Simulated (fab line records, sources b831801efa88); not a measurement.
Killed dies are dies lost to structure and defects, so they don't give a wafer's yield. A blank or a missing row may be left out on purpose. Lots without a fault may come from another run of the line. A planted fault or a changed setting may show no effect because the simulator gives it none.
fab line records | flow sky130 | part 1 of 2: steps 1 to 26 of 37
record lots=5 wafers=15 last_day=48
route steps=708 shown VT_ADJUST_PCH@148 SONOS_TUNNEL@154 SONOS_ONO@168
lots that met no fault: from a run of the same line without faults
start_h: hours from the record's first day to the start of the lot's first wafer shown | wait_h: hours since the lot's step before | " the same as in the row above | L1.1+2: a row that stands for several wafers | - no value, or no start given | * or withheld: withheld | < > ~ a bound
route shown NAME@n: a module of which the file shows steps, and the number in the route of the first | usual: mean/standard deviation of fault-free wafers | same: alike in all rows | chamber/n: place in a boat | sites: the reading at each site | _std_site: their standard deviation | _edge_site: outer sites' mean less inner sites' | radius_mm: how far each site lies from the wafer's centre | mask NAME#n: copy n | behind: the tool/chamber that last shaped the wafer | hold: why the lot was held/for how many hours/how that ended | device: the transistor (n, p or np) that didn't switch | end of line: the same wafers' tests at the end of the route | a step without rows: its recipe alone | killed: dies lost to structure and defects at the first sort, not the wafer's yield | map: a wafer's dies, x killed, . not, _ none there
set.NAME: the setting as run; set.NAME@STEP: as run at that earlier step | model.NAME: the simulator's own value behind a step, which no gauge read
lots at some steps of the route; a table a step, a row a wafer
services: from which hour (start_h, from the record's first day; less than 0 if before it) a tool's chamber was out of use, for how many hours, and why
## steps
# step SKY_VT_ADJUST_PCH_PEB_05
# recipe temp_c=115 time_s=withheld
# usual exhaust_pa=45.1/0.89
# columns lot.wafer tool chamber start_h wait_h exhaust_pa
L076.1 litho_track-01 0 - - 44.6
L076.2 " 0 " " 43.6
L076.4 " 0 " " 43.9
L078.3 litho_track-04 0 - - 44.4
L078.4 " 0 " " 43.9
L078.6 " 0 " " 44.7
L082.2 litho_track-02 0 - - 45.2
L082.5 " 0 " " 44.3
L082.6 " 0 " " 45.5
L084.1 litho_track-01 0 - - 44.2
L084.2 " 0 " " 44.4
L084.3 " 0 " " 43.5
L087.1 litho_track-02 0 - - 44.4
L087.4 " 0 " " 44.8
L087.5 " 0 " " 42.7
# step SKY_VT_ADJUST_PCH_DEVELOP_06
# recipe wall_angle_deg=90 developer=TMAH develop_time_s=60 dev_temp_c=23
# usual exhaust_pa=45.0/0.98
# same develop_time_s=60
# columns lot.wafer tool chamber start_h wait_h exhaust_pa
L076.1 litho_track-01 0 - - 46.8
L076.2 " 0 " " 45.4
L076.4 " 0 " " 45.6
L078.3 litho_track-04 0 - - 45.2
L078.4 " 0 " " 45.0
L078.6 " 0 " " 45.2
L082.2 litho_track-02 0 - - 45.3
L082.5 " 0 " " 45.6
L082.6 " 0 " " 45.6
L084.1 litho_track-01 0 - - 45.1
L084.2 " 0 " " 46.1
L084.3 " 0 " " 45.4
L087.1 litho_track-02 0 - - 44.6
L087.4 " 0 " " 44.6
L087.5 " 0 " " 44.2
# step SKY_VT_ADJUST_PCH_OVL_MEAS_07
# usual VT_ADJUST_PCH_OVL=-0.1/1.3
# columns lot.wafer tool chamber start_h wait_h VT_ADJUST_PCH_OVL[nm]
L076.1 overlay-01 - 238.86 - -1.8
L076.2 " - " " -0.7
L076.4 " - " " 1.2
L078.3 overlay-01 - 257.20 - -0.7
L078.4 " - " " -0.6
L078.6 " - " " 1.4
L082.2 overlay-02 - 280.47 - 0.0
L082.5 " - " " 0.6
L082.6 " - " " 1.9
L084.1 overlay-01 - 305.76 - -1.5
L084.2 " - " " -0.9
L084.3 " - " " -0.6
L087.1 overlay-01 - 328.97 - -0.5
L087.4 " - " " -1.5
L087.5 " - " " -1.7
# step SKY_VT_ADJUST_PCH_IMPLANT_08
# recipe species=B energy_kev=10 dose_cm2=5e+11 tilt_deg=withheld
# usual dose_ions_cm2=5e+11/5.5e+08
# columns lot.wafer tool chamber start_h wait_h dose_ions_cm2
L076.1 implanter-04 0 238.89 0.0 5.004e+11
L076.2 " 0 " " 5.004e+11
L076.4 " 0 " " 5.011e+11
L078.3 implanter-04 0 257.27 0.1 4.995e+11
L078.4 " 0 " " 4.996e+11
L078.6 " 0 " " 5e+11
L082.2 implanter-02 0 280.55 0.1 4.993e+11
L082.5 " 0 " " 4.998e+11
L082.6 " 0 " " 5.008e+11
L084.1 implanter-02 0 305.79 0.0 5.004e+11
L084.2 " 0 " " 5.003e+11
L084.3 " 0 " " 4.993e+11
L087.1 implanter-02 0 329.00 0.0 4.997e+11
L087.4 " 0 " " 4.999e+11
L087.5 " 0 " " 5.002e+11
# step SKY_VT_ADJUST_PCH_STRIP_09
# recipe chemistry=O2/N2 power_w=1400 pressure_mtorr=1500 platen_temp_c=withheld o2_flow_sccm=3000 n2_flow_sccm=300 overash_fraction=0.5
# usual chamber_pressure_mTorr=1500.0/1.5 drypump_motor_current_A=5.4/0.34 n2_flow_sccm=299.9/0.94 oes_product_au=0.723/0.0043 strip_time_to_endpoint_s=36.92/0.085
# columns lot.wafer tool chamber start_h wait_h chamber_pressure_mTorr drypump_motor_current_A n2_flow_sccm oes_product_au rf_hours_counter_h strip_time_to_endpoint_s
L076.1 plasma_asher-03 1 239.04 0.1 1501.1 4.9 299.4 0.724 12 36.81
L076.2 " 0 " " 1500.6 5.2 300.5 0.725 12 36.89
L076.4 " 0 " " 1499.7 5.3 299.4 0.722 - 36.83
L078.3 plasma_asher-01 0 257.40 0.1 1501.5 5.1 299.3 0.717 - 37.06
L078.4 " 1 " " 1500.7 5.4 301.2 0.720 - 37.12
L078.6 " 0 " " 1497.0 5.1 297.0 0.723 - 37.02
L082.2 plasma_asher-02 0 280.80 0.2 1500.6 5.7 299.1 0.722 44 36.91
L082.5 " 0 " " 1498.6 5.7 300.1 0.723 - 36.92
L082.6 " 1 " " 1498.5 5.8 300.1 0.725 - 37.01
L084.1 plasma_asher-01 1 305.94 0.1 1499.8 5.5 299.9 0.728 62 36.99
L084.2 " 0 " " 1499.1 5.1 298.4 0.723 62 37.00
L084.3 " 0 " " 1499.8 5.1 300.2 0.728 - 37.02
L087.1 plasma_asher-02 0 329.15 0.1 1500.2 5.7 300.2 0.721 49 37.02
L087.4 " 1 " " 1502.4 5.8 300.1 0.720 - 37.02
L087.5 " 0 " " 1500.1 5.7 301.6 0.720 - 36.99
# step SKY_VT_ADJUST_PCH_TW_MEAS_10
# usual VT_ADJUST_PCH_TW=142.6/1.4
# columns lot.wafer tool chamber start_h wait_h VT_ADJUST_PCH_TW
L076.1 film_metro-02 - 239.14 0.1 144.5
L076.2 " - " " 144.5
L076.4 " - " " 144.5
L078.3 film_metro-01 - 257.49 0.1 143.1
L078.4 " - " " 142.7
L078.6 " - " " 142.9
L082.2 film_metro-02 - 280.91 0.1 143.4
L082.5 " - " " 144.1
L082.6 " - " " 143.9
L084.1 film_metro-01 - 306.04 0.1 144.0
L084.2 " - " " 143.2
L084.3 " - " " 143.4
L087.1 film_metro-02 - 329.25 0.1 143.0
L087.4 " - " " 142.7
L087.5 " - " " 143.4
# step SKY_SONOS_TUNNEL_DEHYDRATE_00
# recipe temp_c=200 time_s=60
# usual exhaust_pa=44.8/0.79
# same time_s=60
# columns lot.wafer tool chamber start_h wait_h exhaust_pa
L076.1 litho_track-02 0 251.17 12.0 44.8
L076.2 " 0 " " 45.6
L076.4 " 0 " " 43.6
L078.3 litho_track-02 0 269.12 11.6 44.3
L078.4 " 0 " " 44.1
L078.6 " 0 " " 44.1
L082.2 litho_track-02 0 292.69 11.8 44.6
L082.5 " 0 " " 43.4
L082.6 " 0 " " 44.3
L084.1 litho_track-03 0 318.32 12.3 45.1
L084.2 " 0 " " 45.2
L084.3 " 0 " " 43.1
L087.1 litho_track-03 0 341.57 12.3 44.1
L087.4 " 0 " " 44.6
L087.5 " 0 " " 45.0
# step SKY_SONOS_TUNNEL_HMDS_01
# recipe prime_time_s=60 prime_temp_c=120
# usual exhaust_pa=45.2/0.81
# columns lot.wafer tool chamber start_h wait_h exhaust_pa
L076.1 litho_track-02 0 251.32 0.1 44.5
L076.2 " 0 " " 43.6
L076.4 " 0 " " 44.4
L078.3 litho_track-02 0 269.27 0.1 46.3
L078.4 " 0 " " 45.9
L078.6 " 0 " " 45.3
L082.2 litho_track-02 0 292.84 0.1 45.5
L082.5 " 0 " " 46.3
L082.6 " 0 " " 45.2
L084.1 litho_track-03 0 318.47 0.1 44.8
L084.2 " 0 " " 44.2
L084.3 " 0 " " 44.9
L087.1 litho_track-03 0 341.72 0.1 45.7
L087.4 " 0 " " 45.6
L087.5 " 0 " " 45.1
# step SKY_SONOS_TUNNEL_COAT_02
# recipe resist=NOVOLAK spin_rpm=3000 resist_thk_nm=1140
# usual exhaust_pa=45.1/0.88
# columns lot.wafer tool chamber start_h wait_h exhaust_pa
L076.1 litho_track-02 0 251.47 0.1 44.1
L076.2 " 0 " " 44.0
L076.4 " 0 " " 45.4
L078.3 litho_track-02 0 269.42 0.1 44.8
L078.4 " 0 " " 44.7
L078.6 " 0 " " 45.1
L082.2 litho_track-02 0 292.99 0.1 45.7
L082.5 " 0 " " 46.0
L082.6 " 0 " " 46.0
L084.1 litho_track-03 0 318.62 0.1 44.5
L084.2 " 0 " " 44.2
L084.3 " 0 " " 44.1
L087.1 litho_track-03 0 341.87 0.1 46.2
L087.4 " 0 " " 46.0
L087.5 " 0 " " 44.2
# step SKY_SONOS_TUNNEL_SOFTBAKE_03
# recipe temp_c=90 time_s=60 resist=NOVOLAK
# usual exhaust_pa=45.0/1
# same time_s=60
# columns lot.wafer tool chamber start_h wait_h exhaust_pa
L076.1 litho_track-02 0 251.62 0.1 44.9
L076.2 " 0 " " 45.4
L076.4 " 0 " " 46.2
L078.3 litho_track-02 0 269.57 0.1 45.8
L078.4 " 0 " " 45.8
L078.6 " 0 " " 45.3
L082.2 litho_track-02 0 293.14 0.1 44.7
L082.5 " 0 " " 44.8
L082.6 " 0 " " 43.9
L084.1 litho_track-03 0 318.77 0.1 46.4
L084.2 " 0 " " 45.4
L084.3 " 0 " " 45.3
L087.1 litho_track-03 0 342.02 0.1 45.9
L087.4 " 0 " " 45.7
L087.5 " 0 " " 44.7
# step SKY_SONOS_TUNNEL_EXPOSE_04
# recipe mask_id=TUNM na=0.6 source_shape=conventional sigma_outer=0.6 polarization=unpolarized target_cd_nm=410 dose_mj=136
# same na=0.6 sigma_outer=0.6
# columns lot.wafer tool chamber start_h wait_h mask
L076.1+2+4 iline_stepper-01 0 - - TUNM#0
L078.3+4+6 iline_stepper-01 0 - - TUNM#0
L082.2+5+6 iline_stepper-02 0 - - TUNM#0
L084.1+2+3 iline_stepper-01 0 - - TUNM#0
L087.1+4+5 iline_stepper-02 0 - - TUNM#0
# step SKY_SONOS_TUNNEL_PEB_05
# recipe temp_c=withheld time_s=* resist=NOVOLAK
# usual exhaust_pa=45.2/1
# same time_s=*
# columns lot.wafer tool chamber start_h wait_h exhaust_pa
L076.1 litho_track-04 0 - - 44.3
L076.2 " 0 " " 45.4
L076.4 " 0 " " 44.8
L078.3 litho_track-03 0 - - 45.8
L078.4 " 0 " " 46.6
L078.6 " 0 " " 45.9
L082.2 litho_track-03 0 - - 44.2
L082.5 " 0 " " 45.4
L082.6 " 0 " " 45.5
L084.1 litho_track-02 0 - - 45.0
L084.2 " 0 " " 44.7
L084.3 " 0 " " 45.8
L087.1 litho_track-03 0 - - 46.0
L087.4 " 0 " " 47.1
L087.5 " 0 " " 45.3
# step SKY_SONOS_TUNNEL_DEVELOP_06
# recipe resist=NOVOLAK developer=TMAH develop_time_s=60 dev_temp_c=23
# usual exhaust_pa=44.9/1.1
# same develop_time_s=60
# columns lot.wafer tool chamber start_h wait_h exhaust_pa
L076.1 litho_track-04 0 263.28 0.1 46.4
L076.2 " 0 " " 44.9
L076.4 " 0 " " 44.0
L078.3 litho_track-03 0 282.02 0.1 44.7
L078.4 " 0 " " 46.1
L078.6 " 0 " " 45.2
L082.2 litho_track-03 0 306.29 0.1 44.1
L082.5 " 0 " " 44.9
L082.6 " 0 " " 44.1
L084.1 litho_track-02 0 331.92 0.1 46.7
L084.2 " 0 " " 45.9
L084.3 " 0 " " 45.3
L087.1 litho_track-03 0 355.77 0.1 45.7
L087.4 " 0 " " 44.0
L087.5 " 0 " " 43.0
# step SKY_SONOS_TUNNEL_CD_MEAS_07
# recipe target_cd_nm=410
# usual cd_nm=409.7/2.5
# columns lot.wafer tool chamber start_h wait_h cd_nm
L076.1 cd_sem-01 - 263.43 0.1 408.2
L076.2 " - " " 408.5
L076.4 " - " " 409.1
L078.3 cd_sem-01 - 282.16 0.1 410.9
L078.4 " - " " 409.3
L078.6 " - " " 410.8
L082.2 cd_sem-01 - 306.44 0.1 411.2
L082.5 " - " " 413.6
L082.6 " - " " 411.5
L084.1 cd_sem-01 - 332.07 0.1 407.0
L084.2 " - " " 405.1
L084.3 " - " " 405.2
L087.1 cd_sem-01 - 355.92 0.1 411.1
L087.4 " - " " 412.0
L087.5 " - " " 411.3
# step SKY_SONOS_TUNNEL_OVL_MEAS_08
# usual SONOS_TUNNEL_OVL=0.3/1.7
# columns lot.wafer tool chamber start_h wait_h SONOS_TUNNEL_OVL[nm]
L076.1 overlay-01 - 263.55 0.1 -1.6
L076.2 " - " " -1.0
L076.4 " - " " -0.5
L078.3 overlay-02 - 282.25 0.1 -0.9
L078.4 " - " " -2.1
L078.6 " - " " -0.9
L082.2 overlay-02 - 306.55 0.1 3.6
L082.5 " - " " 3.4
L082.6 " - " " 3.9
L084.1 overlay-02 - 332.19 0.1 -0.5
L084.2 " - " " -0.3
L084.3 " - " " -0.8
L087.1 overlay-01 - 356.04 0.1 -1.3
L087.4 " - " " -1.0
L087.5 " - " " -0.9
# step SKY_SONOS_TUNNEL_IMPLANT_09
# recipe species=B energy_kev=20 dose_cm2=1e+12 tilt_deg=withheld
# usual dose_ions_cm2=1.0001e+12/1.4e+09
# columns lot.wafer tool chamber start_h wait_h dose_ions_cm2
L076.1 implanter-02 0 263.59 0.0 9.971e+11
L076.2 " 0 " " 9.984e+11
L076.4 " 0 " " 9.981e+11
L078.3 implanter-01 0 282.33 0.1 9.997e+11
L078.4 " 0 " " 1.002e+12
L078.6 " 0 " " 1.0011e+12
L082.2 implanter-02 0 306.60 0.0 1.0019e+12
L082.5 " 0 " " 1.0012e+12
L082.6 " 0 " " 1.0006e+12
L084.1 implanter-01 0 332.22 0.0 1.0008e+12
L084.2 " 0 " " 9.978e+11
L084.3 " 0 " " 9.975e+11
L087.1 implanter-01 0 356.08 0.0 9.982e+11
L087.4 " 0 " " 1.0001e+12
L087.5 " 0 " " 9.981e+11
# step SKY_SONOS_TUNNEL_WET_ETCH_10
# recipe chemistry=dHF target_depth_nm=14 target=SiO2 dilution=100:1 temp_c=25 time_s=280
# same time_s=280
# columns lot.wafer tool chamber start_h wait_h
L076.1+2+4 wet_bench-01 1 263.74 0.1
L078.3+4+6 wet_bench-04 1 282.43 0.1
L082.2+5+6 wet_bench-01 0 306.73 0.1
L084.1+2+3 wet_bench-04 1 332.37 0.1
L087.1+4+5 wet_bench-02 2 356.23 0.1
# step SKY_SONOS_TUNNEL_STRIP_11
# recipe chemistry=SPM time_s=600 temp_c=130
# same time_s=600
# columns lot.wafer tool chamber start_h wait_h
L076.1+2+4 wet_bench-02 0 263.83 0.0
L078.3+4+6 wet_bench-01 2 282.51 0.0
L082.2+5+6 wet_bench-04 1 306.82 0.0
L084.1+2+3 wet_bench-02 1 332.46 0.0
L087.1+4+5 wet_bench-01 2 356.31 0.0
# step SKY_SONOS_TUNNEL_TW_MEAS_12
# usual SONOS_TUNNEL_TW=197.5/1.7
# columns lot.wafer tool chamber start_h wait_h SONOS_TUNNEL_TW
L076.1 film_metro-02 - 264.00 0.0 199.9
L076.2 " - " " 199.1
L076.4 " - " " 198.0
L078.3 film_metro-02 - 282.71 0.0 200.3
L078.4 " - " " 200.3
L078.6 " - " " 199.6
L082.2 film_metro-02 - 307.00 0.0 198.2
L082.5 " - " " 198.8
L082.6 " - " " 197.7
L084.1 film_metro-02 - 332.84 0.0 196.7
L084.2 " - " " 197.3
L084.3 " - " " 196.9
L087.1 film_metro-03 - 356.49 0.0 196.4
L087.4 " - " " 197.4
L087.5 " - " " 195.7
# step SKY_SONOS_TUNNEL_CLEAN_13
# recipe chemistry=dHF time_s=20 dilution=100:1 dry=ipa_marangoni
# same time_s=20
# columns lot.wafer tool chamber start_h wait_h
L076.1+2+4 wet_bench-04 0 264.06 0.1
L078.3+4+6 wet_bench-04 3 282.75 0.0
L082.2+5+6 wet_bench-01 3 307.05 0.0
L084.1+2+3 wet_bench-01 1 332.90 0.1
L087.1+4+5 wet_bench-02 2 356.55 0.1
# step SKY_SONOS_ONO_OXIDATION_00
# recipe temp_c=800 ambient=O2 idle_temp_c=700 ramp_up_c_per_min=10 ramp_down_c_per_min=3 stabilise_s=600 purge_s=300 target_thk_a=26 ox_time_s=1249
# usual tube_center_temp_C_max=802.1/0.33 zone_power_bottom_pct=20.6/0.48
# columns lot.wafer tool chamber start_h wait_h tube_center_temp_C_max zone_power_bottom_pct
L076.1 furnace-02 0 264.97 0.9 802.2 21.2
L076.2 " 0 " " 802.1 21.4
L076.4 " 0 " " 801.9 20.8
L078.3 furnace-01 0 283.81 1.0 802.7 19.9
L078.4 " 0 " " 802.2 20.6
L078.6 " 0 " " 802.2 20.1
L082.2 furnace-02 0 307.98 0.9 802.2 21.0
L082.5 " 0 " " 802.4 21.2
L082.6 " 0 " " 801.8 21.2
L084.1 furnace-02 0 333.52 0.6 801.5 21.1
L084.2 " 0 " " 802.2 20.9
L084.3 " 0 " " 801.8 21.3
L087.1 furnace-01 0 358.29 1.7 801.9 20.2
L087.4 " 0 " " 802.0 20.2
L087.5 " 0 " " 801.7 20.3
# step SKY_SONOS_ONO_THK_MEAS_01
# recipe reads=SiO2_of_SONOS_ONO_OXIDATION_00
# usual SONOS_ONO_OXIDATION_THK=2.59/0.052
# columns lot.wafer tool chamber start_h wait_h SONOS_ONO_OXIDATION_THK[nm]
L076.1 film_metro-03 - 266.32 0.0 2.54
L076.2 " - " " 2.57
L076.4 " - " " 2.57
L078.3 film_metro-04 - 285.18 0.0 2.60
L078.4 " - " " 2.62
L078.6 " - " " 2.52
L082.2 film_metro-01 - 309.34 0.0 2.65
L082.5 " - " " 2.60
L082.6 " - " " 2.63
L084.1 film_metro-03 - 334.87 0.0 2.55
L084.2 " - " " 2.58
L084.3 " - " " 2.59
L087.1 film_metro-04 - 359.64 0.0 2.60
L087.4 " - " " 2.62
L087.5 " - " " 2.65
# step SKY_SONOS_ONO_CVD_02
# recipe material=Si3N4 precursor=DCS/NH3 target_thk_nm=10.5 temp_c=770 time_s=180 pressure_mtorr=250
# usual zone_power_bottom_pct=21.3/2.3
# same time_s=180
# columns lot.wafer tool chamber start_h wait_h zone_power_bottom_pct
L076.1 lpcvd-02 0 266.38 0.1 18.4
L076.2 " 0 " " 18.5
L076.4 " 0 " " 18.0
L078.3 lpcvd-02 1 286.55 1.4 22.8
L078.4 " 1 " " 23.1
L078.6 " 1 " " 23.1
L082.2 lpcvd-02 1 309.84 0.5 22.8
L082.5 " 1 " " 23.0
L082.6 " 1 " " 23.2
L084.1 lpcvd-02 1 334.93 0.1 23.0
L084.2 " 1 " " 22.6
L084.3 " 1 " " 23.1
L087.1 lpcvd-02 1 363.91 4.3 22.6
L087.4 " 1 " " 22.9
L087.5 " 1 " " 22.9
# step SKY_SONOS_ONO_THK_MEAS_03
# recipe reads=Si3N4_of_SONOS_ONO_CVD_02
# usual SONOS_ONO_CVD_02_THK=10.42/0.15
# columns lot.wafer tool chamber start_h wait_h SONOS_ONO_CVD_02_THK[nm]
L076.1 film_metro-01 - 267.43 0.0 10.41
L076.2 " - " " 10.59
L076.4 " - " " 10.42
L078.3 film_metro-04 - 287.62 0.0 10.57
L078.4 " - " " 10.46
L078.6 " - " " 10.52
L082.2 film_metro-03 - 310.90 0.0 10.41
L082.5 " - " " 10.34
L082.6 " - " " 10.32
L084.1 film_metro-03 - 335.98 0.0 10.57
L084.2 " - " " 10.39
L084.3 " - " " 10.46
L087.1 film_metro-04 - 364.96 0.0 10.49
L087.4 " - " " 10.58
L087.5 " - " " 10.56
# step SKY_SONOS_ONO_CVD_04
# recipe material=SiO2 precursor=SiH4/N2O target_thk_nm=5.7199 temp_c=900 pressure_mtorr=400
# usual zone_power_bottom_pct=25.9/0.42
# same time_s=900
# columns lot.wafer tool chamber start_h wait_h zone_power_bottom_pct
L076.1 lpcvd-03 1 267.49 0.1 25.7
L076.2 " 1 " " 26.3
L076.4 " 1 " " 25.3
L078.3 lpcvd-03 1 287.66 0.0 26.3
L078.4 " 1 " " 26.1
L078.6 " 1 " " 25.7
L082.2 lpcvd-03 1 311.43 0.5 26.3
L082.5 " 1 " " 26.3
L082.6 " 1 " " 25.7
L084.1 lpcvd-03 0 336.04 0.1 25.6
L084.2 " 0 " " 25.1
L084.3 " 0 " " 25.8
L087.1 lpcvd-03 1 365.02 0.1 26.3
L087.4 " 1 " " 26.3
L087.5 " 1 " " 26.3
# step SKY_SONOS_ONO_THK_MEAS_05
# recipe reads=SiO2_of_SONOS_ONO_CVD_04
# usual SONOS_ONO_CVD_04_THK=5.69/0.096
# columns lot.wafer tool chamber start_h wait_h SONOS_ONO_CVD_04_THK[nm]
L076.1 film_metro-04 - 268.74 0.0 5.82
L076.2 " - " " 5.62
L076.4 " - " " 5.74
L078.3 film_metro-03 - 290.50 0.0 5.84
L078.4 " - " " 5.84
L078.6 " - " " 5.80
L082.2 film_metro-04 - 312.69 0.0 5.66
L082.5 " - " " 5.76
L082.6 " - " " 5.69
L084.1 film_metro-04 - 337.29 0.0 5.56
L084.2 " - " " 5.78
L084.3 " - " " 5.64
L087.1 film_metro-04 - 366.27 0.0 5.57
L087.4 " - " " 5.62
L087.5 " - " " 5.66
